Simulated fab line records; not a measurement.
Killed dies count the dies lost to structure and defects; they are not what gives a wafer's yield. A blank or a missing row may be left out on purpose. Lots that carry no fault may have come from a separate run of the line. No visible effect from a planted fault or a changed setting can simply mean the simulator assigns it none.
fab line records	flow sky130
record lots=11	wafers=33	lastDay=50
route steps=708 shown METAL3@568 VIA3@595 VIA4@639 METAL5@664 PAD_OPEN@708
lots untouched by any fault: they come from a run of this same line in which no faults occurred
startH: hours from the record's opening day to when the first of the lot's shown wafers began	waitH: how many hours have passed since the lot's step before this one	" the same as in the row above	L1.1+2: a single row standing in for several wafers	- value missing, or start not given	* or withheld: withheld	< > ~ a bound
route shown NAME@n: names a module that has steps shown in the file, with the first one's number in the route	usual: average and standard deviation across the fault-free wafers	same: alike in all rows	chamber/n: place in a boat	sites: readings site by site	_std_site: how widely they spread, as a standard deviation	_edge_site: the outer-site mean with the inner-site mean subtracted	radiusMm: for every site, how far away it sits from the centre of the wafer	mask NAME#n: copy n	behind: the last tool/chamber to shape the wafer	hold: why the lot went on hold/how many hours it stayed there/how the hold came to an end	device: the transistor (n, p or np) that didn't switch	end of line: tests of these same wafers at the route's end	step lacking rows: just its recipe	killed: dies lost to structure and defects at the first sort, not the wafer's yield	map: a wafer's dies, x killed, . not, _ none there
set.NAME: the setting as run; set.NAME@STEP: as run at that earlier step	model.NAME: the simulator's own value behind a step, which no gauge read
the route's steps for a sample of lots (tables are steps, rows are wafers)
services: a tool's chamber out of use, with start hour (startH, from the record's first day; less than 0 if before it), hours out, and reason
## steps
# step SKY_METAL3_METAL_ETCH_18
# recipe targetDepthA=8450	stopOn=SiO2	overEtchFrac=0.3	timeS=183.1	chemistry=Cl2/BCl3	resistSidewallDeg=88	pressureMtorr=10	icpW=900	biasW=48.5	Cl2_flow_sccm=60	bcl3FlowSccm=30
# usual drypumpMotorCurrentA=5.8/0.46	heBacksideLeakSccm=3.5/0.4	oesProductAu=0.865/0.0072	rfFwdPowerW=896.0/2.9	throttleValvePct=22.265/0.0088
lot.wafer	tool	chamber	startH	waitH	drypumpMotorCurrentA	heBacksideLeakSccm	oesProductAu	rfFwdPowerW	rfHoursCounterH	throttleValvePct
L531.2	rieMetal-03	0	903.63	0.0	5.1	3.3	0.862	897.7	5	22.248
L531.4	"	1	"	"	6.2	3.5	0.861	896.6	-	22.249
L531.6	"	0	"	"	5.1	5.6	0.847	894.3	-	22.269
L535.1	rieMetal-03	1	943.46	0.0	6.2	3.5	0.865	893.4	15	22.270
L535.3	"	1	"	"	6.2	3.6	0.872	892.2	-	22.268
L535.4	"	0	"	"	5.1	3.4	0.859	897.1	-	22.247
L539.1	rieMetal-01	0	975.53	0.0	6.1	3.5	0.867	897.8	16	22.258
L539.3	"	0	"	"	6.1	3.6	0.875	897.3	-	22.257
L539.6	"	1	"	"	5.5	3.4	0.875	896.7	-	22.272
L541.2	rieMetal-01	0	979.88	0.0	6.0	3.4	0.855	896.9	17	22.266
L541.3	"	1	"	"	5.5	3.4	0.860	892.7	-	22.254
L541.5	"	0	"	"	6.1	3.5	0.866	894.8	-	22.247
L540.1	rieMetal-03	0	983.19	0.0	5.1	3.4	0.870	896.0	9	22.259
L540.5	"	1	"	"	6.2	3.6	0.857	896.3	-	22.261
L540.6	"	0	"	"	5.1	3.4	0.863	891.4	-	22.256
L543.4	rieMetal-03	1	1001.55	0.1	6.2	3.6	0.868	893.6	-	22.260
L543.5	"	1	"	"	6.1	3.6	0.868	895.6	-	22.248
L543.6	"	0	"	"	5.1	3.5	0.863	898.2	-	22.261
L544.1	rieMetal-01	1	1003.29	0.0	5.5	3.3	0.863	898.0	20	22.280
L544.3	"	0	"	"	6.1	3.2	0.875	894.5	-	22.281
L544.6	"	1	"	"	5.5	3.4	0.872	902.2	-	22.273
L545.1	rieMetal-03	1	1012.11	0.0	6.2	3.4	0.870	893.3	19	22.263
L545.2	"	0	"	"	5.1	3.4	0.871	899.4	11	22.266
L545.5	"	1	"	"	6.2	3.6	0.866	891.7	-	22.280
L546.1	rieMetal-01	1	1015.48	0.0	5.5	3.6	0.867	896.3	20	22.259
L546.3	"	1	"	"	5.5	3.4	0.875	894.4	-	22.260
L546.6	"	1	"	"	5.5	3.5	0.856	892.6	-	22.267
L548.2	rieMetal-03	1	1066.12	0.0	6.2	3.7	0.875	899.1	22	22.265
L548.4	"	0	"	"	5.1	3.4	0.880	894.1	-	22.261
L548.6	"	1	"	"	6.2	3.6	0.884	895.3	-	22.240
L551.1	rieMetal-03	1	1068.78	0.0	6.2	3.7	0.859	897.6	22	22.255
L551.2	"	0	"	"	5.1	3.4	0.865	897.6	14	22.261
L551.5	"	1	"	"	6.2	3.4	0.854	895.5	-	22.256
# step SKY_VIA3_RS_MEAS_22
# recipe thkMeasGauge=four-point-probe	reads=W_of_VIA3_CVD_21+TiN_of_VIA3_SPUTTER_20
# usual VIA3_W_RS=0.293/0.0041
lot.wafer	tool	chamber	startH	waitH	VIA3_W_RS[ohm/sq]
L531.2	filmMetro-02	-	931.26	0.1	0.294
L531.4	"	-	"	"	0.286
L531.6	"	-	"	"	0.286
L535.1	filmMetro-02	-	970.24	0.1	0.290
L535.3	"	-	"	"	0.288
L535.4	"	-	"	"	0.295
L539.1	filmMetro-02	-	1001.37	0.2	0.300
L539.3	"	-	"	"	0.299
L539.6	"	-	"	"	0.296
L541.2	filmMetro-01	-	1006.49	0.2	0.295
L541.3	"	-	"	"	0.296
L541.5	"	-	"	"	0.299
L540.1	filmMetro-01	-	1009.30	0.1	0.291
L540.5	"	-	"	"	0.287
L540.6	"	-	"	"	0.291
L543.4	filmMetro-04	-	1027.41	0.1	0.288
L543.5	"	-	"	"	0.290
L543.6	"	-	"	"	0.291
L544.1	filmMetro-02	-	1028.85	0.2	0.285
L544.3	"	-	"	"	0.284
L544.6	"	-	"	"	0.285
L545.1	filmMetro-01	-	1037.70	0.1	0.293
L545.2	"	-	"	"	0.291
L545.5	"	-	"	"	0.290
L546.1	filmMetro-01	-	1039.99	0.1	0.289
L546.3	"	-	"	"	0.284
L546.6	"	-	"	"	0.289
L548.2	filmMetro-02	-	1088.67	0.1	0.295
L548.4	"	-	"	"	0.303
L548.6	"	-	"	"	0.297
L551.1	filmMetro-04	-	1092.25	0.1	0.292
L551.2	"	-	"	"	0.300
L551.5	"	-	"	"	0.291
# step SKY_VIA4_HDPCVD_00
# recipe material=SiO2	targetThkNm=1750	sigmaOpenFrac=0.3	timeS=291.7	tempC=400	sih4FlowSccm=60	pressureMtorr=6
# usual runLengthS=319.6/0.49
lot.wafer	tool	chamber	startH	waitH	runLengthS
L531.2	hdpcvd-01	2	981.01	0.0	320.0
L531.4	"	2	"	"	321.1
L531.6	"	1	"	"	319.1
L535.1	hdpcvd-02	1	1019.81	0.0	319.6
L535.3	"	0	"	"	319.3
L535.4	"	2	"	"	320.0
L539.1	hdpcvd-02	2	1048.49	0.0	319.9
L539.3	"	0	"	"	319.6
L539.6	"	0	"	"	319.6
L541.2	hdpcvd-01	0	1053.74	0.0	319.1
L541.3	"	1	"	"	319.8
L541.5	"	2	"	"	320.8
L540.1	hdpcvd-02	0	1055.46	0.0	320.0
L540.5	"	1	"	"	320.2
L540.6	"	2	"	"	319.4
L543.4	hdpcvd-02	2	1072.23	0.1	319.6
L543.5	"	0	"	"	387.3
L543.6	"	1	"	"	320.1
L544.1	hdpcvd-01	2	1073.72	0.0	320.0
L544.3	"	1	"	"	319.2
L544.6	"	1	"	"	319.2
L545.1	hdpcvd-02	2	1083.11	0.0	320.0
L545.2	"	1	"	"	320.5
L545.5	"	0	"	"	388.3
L546.1	hdpcvd-02	2	1085.60	0.0	319.6
L546.3	"	1	"	"	319.6
L546.6	"	0	"	"	387.9
L548.2	hdpcvd-01	1	1130.62	0.0	319.9
L548.4	"	0	"	"	318.9
L548.6	"	2	"	"	320.2
L551.1	hdpcvd-01	0	1134.27	0.0	318.9
L551.2	"	2	"	"	320.4
L551.5	"	1	"	"	319.0
# step SKY_VIA4_THK_MEAS_01
# recipe reads=SiO2_of_VIA4_HDPCVD_00
# usual VIA4_HDPCVD_THK=1754/18
lot.wafer	tool	chamber	startH	waitH	VIA4_HDPCVD_THK[nm]
L531.2	filmMetro-04	-	981.20	0.1	1736
L531.4	"	-	"	"	1737
L531.6	"	-	"	"	1712
L535.1	filmMetro-04	-	1019.99	0.1	1761
L535.3	"	-	"	"	1743
L535.4	"	-	"	"	1715
L539.1	filmMetro-03	-	1048.67	0.1	1734
L539.3	"	-	"	"	1749
L539.6	"	-	"	"	1734
L541.2	filmMetro-02	-	1053.93	0.1	1737
L541.3	"	-	"	"	1754
L541.5	"	-	"	"	1746
L540.1	filmMetro-02	-	1055.64	0.1	1750
L540.5	"	-	"	"	1785
L540.6	"	-	"	"	1730
L543.4	filmMetro-03	-	1072.35	0.0	1744
L543.5	"	-	"	"	2178
L543.6	"	-	"	"	1796
L544.1	filmMetro-03	-	1073.90	0.1	1748
L544.3	"	-	"	"	1741
L544.6	"	-	"	"	1739
L545.1	filmMetro-03	-	1083.29	0.1	1763
L545.2	"	-	"	"	1778
L545.5	"	-	"	"	2163
L546.1	filmMetro-03	-	1085.78	0.1	1739
L546.3	"	-	"	"	1772
L546.6	"	-	"	"	2155
L548.2	filmMetro-03	-	1130.81	0.1	1731
L548.4	"	-	"	"	1788
L548.6	"	-	"	"	1754
L551.1	filmMetro-04	-	1134.45	0.1	1752
L551.2	"	-	"	"	1735
L551.5	"	-	"	"	1755
# step SKY_METAL5_SPUTTER_03
# recipe material=Ti	targetThkNm=5	powerW=3000	timeS=3.3	chamberPressurePa=0.4
# usual throttleValvePct=30.3/1.1
lot.wafer	tool	chamber	startH	waitH	throttleValvePct
L531.2	pvdSputter-02	-	1006.86	0.0	31.2
L531.4	"	-	"	"	30.1
L531.6	"	-	"	"	31.3
L535.1	pvdSputter-01	-	1043.79	0.0	31.1
L535.3	"	-	"	"	30.0
L535.4	"	-	"	"	30.7
L539.1	pvdSputter-02	-	1071.96	0.0	30.0
L539.3	"	-	"	"	27.9
L539.6	"	-	"	"	27.9
L541.2	pvdSputter-04	-	1076.83	0.0	32.7
L541.3	"	-	"	"	29.7
L541.5	"	-	"	"	29.4
L540.1	pvdSputter-04	-	1077.78	0.0	30.6
L540.5	"	-	"	"	29.3
L540.6	"	-	"	"	29.9
L543.4	pvdSputter-02	-	1094.67	0.0	31.4
L543.5	"	-	"	"	28.1
L543.6	"	-	"	"	31.3
L544.1	pvdSputter-01	-	1096.45	0.0	31.2
L544.3	"	-	"	"	30.8
L544.6	"	-	"	"	30.9
L545.1	pvdSputter-02	-	1105.28	0.0	30.0
L545.2	"	-	"	"	29.8
L545.5	"	-	"	"	30.1
L546.1	pvdSputter-02	-	1106.53	0.0	29.7
L546.3	"	-	"	"	31.2
L546.6	"	-	"	"	29.5
L548.2	pvdSputter-02	-	1150.86	0.0	31.1
L548.4	"	-	"	"	29.8
L548.6	"	-	"	"	31.1
L551.1	pvdSputter-04	-	1154.54	0.0	30.6
L551.2	"	-	"	"	29.5
L551.5	"	-	"	"	29.8
# step SKY_PAD_OPEN_PROBE_99
# usual defectLimitedYield=82.6/1.9	killed_at_M0_to_M3=43/7.3	killed_at_M4_up=3.0/2	killedAtContacts=24/5.2	killedAtFrontEnd=15/4.4	killedAtOther=0.2/0.48	killedDies=86/9.1	killedOpen=47/7.3	killedShort=38/6.4	sort_bin_3_pad_short=0.8/0.38	sort_bin_5_function=10.5/1.4	sort_bin_6_memory=6.1/1.1	sortNPass=406/9.1	sortYieldPct=82.6/1.9
# same grossDies=492	killedAtBackSide=0	sort_bin_4_leakage[%]=0	sort_bin_8_speed[%]=0
lot.wafer	tool	chamber	startH	waitH	defectLimitedYield[%]	killed_at_M0_to_M3	killed_at_M4_up	killedAtContacts	killedAtFrontEnd	killedAtOther	killedDies	killedOpen	killedShort	sort_bin_3_pad_short[%]	sort_bin_5_function[%]	sort_bin_6_memory[%]	sortNPass	sortYieldPct[%]
L545.1	prober-02	-	1164.09	0.1	83.7	39	1	22	18	0	80	43	35	1.4	10.6	4.3	412	83.7
L545.2	prober-02	-	1164.14	0.1	85.4	28	3	26	15	0	72	32	39	0.8	8.9	4.9	420	85.4
L545.5	prober-02	-	1164.29	0.2	80.3	45	6	22	24	0	97	47	50	1.0	10.0	8.7	395	80.3
# killed by level:class
L545.1 METAL2:geometricParticle:short=11 CONTACT:geometricParticle:open=10 VIA1:geometricParticle:open=8 VIA2:geometricParticle:open=7 FIELD_ISO:geometricParticle:short=5 VIA3:geometricParticle:open=5 LI_CONTACT:geometricParticle:open=4 FIELD_ISO:geometricParticle:open=3
L545.2 CONTACT:geometricParticle:open=11 METAL1:geometricParticle:short=7 FIELD_ISO:geometricParticle:short=5 POLY_GATE:geometricParticle:short=5 LI_CONTACT:geometricParticle:open=5 VIA3:geometricParticle:short=5 LI_CONTACT:geometricParticle:short=4 VIA1:geometricParticle:open=4
L545.5 VIA3:geometricParticle:open=14 CONTACT:geometricParticle:open=10 FIELD_ISO:geometricParticle:short=9 METAL2:geometricParticle:short=8 POLY_GATE:geometricParticle:short=7 METAL1:geometricParticle:short=6 POLY_GATE:geometricParticle:open=5 VIA1:geometricParticle:open=5
## services
tool	chamber	startH	hours	kind
pvdSputter-02	3	909.92	-	consumableReplace:kit
pvdSputter-02	3	909.92	18.0	scheduledDown
pvdSputter-02	3	909.92	18.0	ventCycle
pvdSputter-02	-	917.59	2.4	repair
rieMetal-03	-	925.46	0.2	repair
pvdSputter-04	-	929.95	3.3	repair
pvdSputter-01	-	932.81	21.8	repair
pvdSputter-01	-	939.83	9.2	repair
hdpcvd-01	-	950.25	15.0	pm
hdpcvd-01	-	998.67	0.2	repair
pvdSputter-02	-	1020.58	1.4	repair
pvdSputter-01	-	1032.25	1.9	repair
pvdSputter-02	2	1050.81	-	consumableReplace:kit
pvdSputter-02	2	1050.81	18.0	scheduledDown
pvdSputter-02	2	1050.81	18.0	ventCycle
pvdSputter-02	-	1059.43	1.3	repair
pvdSputter-04	-	1066.95	3.3	repair
rieMetal-01	-	1085.39	1.4	pm
hdpcvd-02	-	1087.52	14.6	pm
pvdSputter-01	-	1112.71	2.2	repair
hdpcvd-01	-	1147.42	5.5	pm
pvdSputter-02	1	1149.19	-	consumableReplace:kit
pvdSputter-02	1	1149.19	18.0	scheduledDown
pvdSputter-02	-	1152.95	0.5	repair
## key
firstSign step=SKY_VIA4_HDPCVD_00	reading=runLengthS	direction=up	sigmas=99+	usual=*	struck=*
effect step=SKY_VIA4_THK_MEAS_01	reading=VIA4_HDPCVD_THK	direction=up	sigmas=23	usual=1754	struck=2165
metAt SKY_VIA4_HDPCVD_00
struckLots L543,L545,L546
struckWafers L543.5,L545.5,L546.6
notActingAt SKY_METAL3_METAL_ETCH_18,SKY_VIA3_RS_MEAS_22,SKY_METAL5_SPUTTER_03
onsetBetween 1055.46 1072.23
fault kind=processParameterDrift	tool=hdpcvd-02	chamber=0	onsetH=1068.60	steps=SKY_VIA4_HDPCVD_00	channel=timeS	offset=*	shape=step	endH=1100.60	actsIn=*	stated=*
